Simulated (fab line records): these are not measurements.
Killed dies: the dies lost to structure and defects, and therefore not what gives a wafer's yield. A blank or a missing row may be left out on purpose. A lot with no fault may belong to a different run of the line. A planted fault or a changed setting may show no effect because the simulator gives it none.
Split-lot trial || flow sfq-line || 23 wafers read across 5 lots, on a route 325 steps long

== THE SPLIT ITSELF ==
At SFQ_TRILAYER_M1_LITHO_COAT_044 (resist thk 62 nm), the setting resist-thk-nm was moved away from the recipe's 62 nm on 11 of the 23 wafers read, by -4.9% to +4.8%. All remaining wafers had this setting at the recipe value.

== FROM THE SPLIT TO THE READING: what the file shows between them, 3 steps ==
- SFQ_TRILAYER_M1_LITHO_COAT_039: resist thk 600 nm
- SFQ_TRILAYER_M1_LITHO_SOFTBAKE_043
- SFQ_TRILAYER_M1_LITHO_DEVELOP_041: time 60 s

== THE READING ==
oes-product-au, in a.u., at SFQ_TRILAYER_M1_BARC_OPEN_METAL_ETCH_054 (etches BARC in O2, target depth 125 nm, time 41.7 s). A value of 0.685 a.u. with a standard deviation of 0.0046 a.u. is what fault-free wafers of this fab line usually give.

{"wafer": "L074.1", "tool, chamber at the split": "litho-track-04, 0", "resist-thk-nm as run, nm": 58.94, "against the recipe": "-4.9%", "oes-product-au, a.u.": 0.666, "against lot-mates on the recipe": -0.017}
{"wafer": "L074.2", "tool, chamber at the split": "litho-track-04, 0", "resist-thk-nm as run, nm": 58.94, "against the recipe": "-4.9%", "oes-product-au, a.u.": 0.672, "against lot-mates on the recipe": -0.011}
{"wafer": "L074.3", "tool, chamber at the split": "litho-track-04, 0", "resist-thk-nm as run, nm": 58.94, "against the recipe": "-4.9%", "oes-product-au, a.u.": 0.671, "against lot-mates on the recipe": -0.012}
{"wafer": "L074.4", "tool, chamber at the split": "litho-track-04, 0", "resist-thk-nm as run, nm": 62, "against the recipe": "recipe", "oes-product-au, a.u.": 0.685, "against lot-mates on the recipe": "-"}
{"wafer": "L074.6", "tool, chamber at the split": "litho-track-04, 0", "resist-thk-nm as run, nm": 62, "against the recipe": "recipe", "oes-product-au, a.u.": 0.681, "against lot-mates on the recipe": "-"}
{"wafer": "L076.1", "tool, chamber at the split": "litho-track-01, 0", "resist-thk-nm as run, nm": 63.43, "against the recipe": "+2.3%", "oes-product-au, a.u.": 0.694, "against lot-mates on the recipe": "+0.009"}
{"wafer": "L076.2", "tool, chamber at the split": "litho-track-01, 0", "resist-thk-nm as run, nm": 62, "against the recipe": "recipe", "oes-product-au, a.u.": 0.682, "against lot-mates on the recipe": "-"}
{"wafer": "L076.3", "tool, chamber at the split": "litho-track-01, 0", "resist-thk-nm as run, nm": 62, "against the recipe": "recipe", "oes-product-au, a.u.": 0.687, "against lot-mates on the recipe": "-"}
{"wafer": "L076.5", "tool, chamber at the split": "litho-track-01, 0", "resist-thk-nm as run, nm": 63.43, "against the recipe": "+2.3%", "oes-product-au, a.u.": 0.689, "against lot-mates on the recipe": "+0.004"}
{"wafer": "L076.6", "tool, chamber at the split": "litho-track-01, 0", "resist-thk-nm as run, nm": 63.43, "against the recipe": "+2.3%", "oes-product-au, a.u.": 0.697, "against lot-mates on the recipe": "+0.012"}
{"wafer": "L080.1", "tool, chamber at the split": "litho-track-01, 0", "resist-thk-nm as run, nm": 62, "against the recipe": "recipe", "oes-product-au, a.u.": 0.683, "against lot-mates on the recipe": "-"}
{"wafer": "L080.2", "tool, chamber at the split": "litho-track-01, 0", "resist-thk-nm as run, nm": 63.72, "against the recipe": "+2.8%", "oes-product-au, a.u.": 0.692, "against lot-mates on the recipe": "+0.006"}
{"wafer": "L080.3", "tool, chamber at the split": "litho-track-01, 0", "resist-thk-nm as run, nm": 63.72, "against the recipe": "+2.8%", "oes-product-au, a.u.": 0.696, "against lot-mates on the recipe": "+0.010"}
{"wafer": "L080.4", "tool, chamber at the split": "litho-track-01, 0", "resist-thk-nm as run, nm": 63.72, "against the recipe": "+2.8%", "oes-product-au, a.u.": 0.688, "against lot-mates on the recipe": "+0.002"}
{"wafer": "L080.5", "tool, chamber at the split": "litho-track-01, 0", "resist-thk-nm as run, nm": 62, "against the recipe": "recipe", "oes-product-au, a.u.": 0.688, "against lot-mates on the recipe": "-"}
{"wafer": "L081.1", "tool, chamber at the split": "litho-track-01, 0", "resist-thk-nm as run, nm": 62, "against the recipe": "recipe", "oes-product-au, a.u.": 0.684, "against lot-mates on the recipe": "-"}
{"wafer": "L081.2", "tool, chamber at the split": "litho-track-01, 0", "resist-thk-nm as run, nm": 62, "against the recipe": "recipe", "oes-product-au, a.u.": 0.678, "against lot-mates on the recipe": "-"}
{"wafer": "L081.4", "tool, chamber at the split": "litho-track-01, 0", "resist-thk-nm as run, nm": 62, "against the recipe": "recipe", "oes-product-au, a.u.": 0.688, "against lot-mates on the recipe": "-"}
{"wafer": "L081.5", "tool, chamber at the split": "litho-track-01, 0", "resist-thk-nm as run, nm": 65, "against the recipe": "+4.8%", "oes-product-au, a.u.": 0.710, "against lot-mates on the recipe": "+0.027"}
{"wafer": "L081.6", "tool, chamber at the split": "litho-track-01, 0", "resist-thk-nm as run, nm": 65, "against the recipe": "+4.8%", "oes-product-au, a.u.": 0.701, "against lot-mates on the recipe": "+0.018"}
{"wafer": "L082.1", "tool, chamber at the split": "litho-track-03, 0", "resist-thk-nm as run, nm": 62, "against the recipe": "recipe", "oes-product-au, a.u.": 0.682, "against lot-mates on the recipe": "-"}
{"wafer": "L082.2", "tool, chamber at the split": "litho-track-03, 0", "resist-thk-nm as run, nm": 62, "against the recipe": "recipe", "oes-product-au, a.u.": 0.687, "against lot-mates on the recipe": "-"}
{"wafer": "L082.4", "tool, chamber at the split": "litho-track-03, 0", "resist-thk-nm as run, nm": 62, "against the recipe": "recipe", "oes-product-au, a.u.": 0.692, "against lot-mates on the recipe": "-"}

FIT RESULTS
A straight line over all 23 wafers: oes-product-au changes by +0.0034 a.u. for each +1% of resist-thk-nm; r = +0.92; the points scatter about the line by 0.0041 a.u.
The same after taking each lot's own level away (the mean of its wafers on the recipe; 23 wafers): +0.00327 a.u. for each +1%; r = +0.90; scatter 0.0042 a.u.
On that fit, the largest move of resist-thk-nm shifts the reading by 0.016 a.u.
The lots' own levels span 0.6830 to 0.6870 a.u., that is 0.9 times the standard deviation above.
The two slopes are in agreement: the lot-to-lot level therefore moves the slope only a little.
Check: with one of the wafers moved furthest among these (-4.9%) left out of the fit, the line predicts -0.0149 a.u. for it against its lot-mates. It came out at -0.017 a.u. against them.

== THE WHOLE CHAIN: every reading that the file lists as answering this split, in the file's order ==
{"step": "SFQ_TRILAYER_M1_LITHO_COAT_044", "what it does": "resist thk 62 nm", "reading": "BARC_of_TRILAYER_M1_LITHO_COAT_044.thk-nm (the simulator's own value, which no gauge read)", "change (the file's fit)": "+0.611 nm for each +1% of the setting", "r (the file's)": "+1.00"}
{"step": "SFQ_TRILAYER_M1_BARC_OPEN_METAL_ETCH_054", "what it does": "etches BARC in O2, target depth 125 nm, time 41.7 s", "reading": "oes-product-au", "change (the file's fit)": "+0.00345 a.u. for each +1% of the setting", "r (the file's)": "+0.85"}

== FILE'S OWN FIT ==
oes-product-au changes by +0.00345 a.u. for each +1% of resist-thk-nm, r = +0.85.
